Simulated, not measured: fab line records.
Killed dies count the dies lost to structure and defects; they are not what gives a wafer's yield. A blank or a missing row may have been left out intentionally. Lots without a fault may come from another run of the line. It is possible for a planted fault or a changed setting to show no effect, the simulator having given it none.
Chamber matching || flow sky130 || SKY_LI_CONTACT_CMP_02 on cmp-01 has 4 sister chambers
The step polishes PSG. 4 wafers are shown with their chamber, then 7 later ones without.

== WAFERS PAIRED WITH THEIR CHAMBERS ==
{"wafer": "L658.6", "chamber": 3, "motor current A (A)": 12.7}
{"wafer": "L662.2", "chamber": 2, "motor current A (A)": 11.8}
{"wafer": "L663.1", "chamber": 1, "motor current A (A)": 12.9}
{"wafer": "L663.2", "chamber": 0, "motor current A (A)": 10.6}

== WAFERS WITH NO CHAMBER GIVEN ==
{"wafer": "L663.6", "motor current A (A)": 10.8}
{"wafer": "L664.2", "motor current A (A)": 11.8}
{"wafer": "L664.4", "motor current A (A)": 12.6}
{"wafer": "L664.5", "motor current A (A)": 13.5}
{"wafer": "L666.3", "motor current A (A)": 11.8}
{"wafer": "L666.4", "motor current A (A)": 11.1}
{"wafer": "L666.6", "motor current A (A)": 12.6}

== CHAMBER TAKEN BY EACH ==
{"wafer": "L663.6", "from the rows above": 0, "in truth": 0}
{"wafer": "L664.2", "from the rows above": 2, "in truth": 2}
{"wafer": "L664.4", "from the rows above": "can't be placed: 3 or 1", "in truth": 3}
{"wafer": "L664.5", "from the rows above": "can't be placed: 1 or 3", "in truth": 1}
{"wafer": "L666.3", "from the rows above": 2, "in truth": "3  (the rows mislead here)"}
{"wafer": "L666.4", "from the rows above": "can't be placed: 0 or 2", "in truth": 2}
{"wafer": "L666.6", "from the rows above": "can't be placed: 3 or 1", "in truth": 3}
Placed correctly: 2 of 7. These rows do not allow placing 4 (true chamber among the candidates in 4). 1 placed wrongly.
How it was worked out, from the rows above alone: a wafer's distance from a chamber is the root of the sum, over the readings, of the square of ((its reading less the chamber's mean) divided by the reading's scatter). The wafer belongs to the nearest chamber; if the next one is less than 2 further off, it can't be placed. For every chamber, the mean is computed from those of its wafers that are shown. The scatter: with one shown wafer a chamber, the root of the mean of the squares of how far each hidden wafer lies from its nearest shown one.
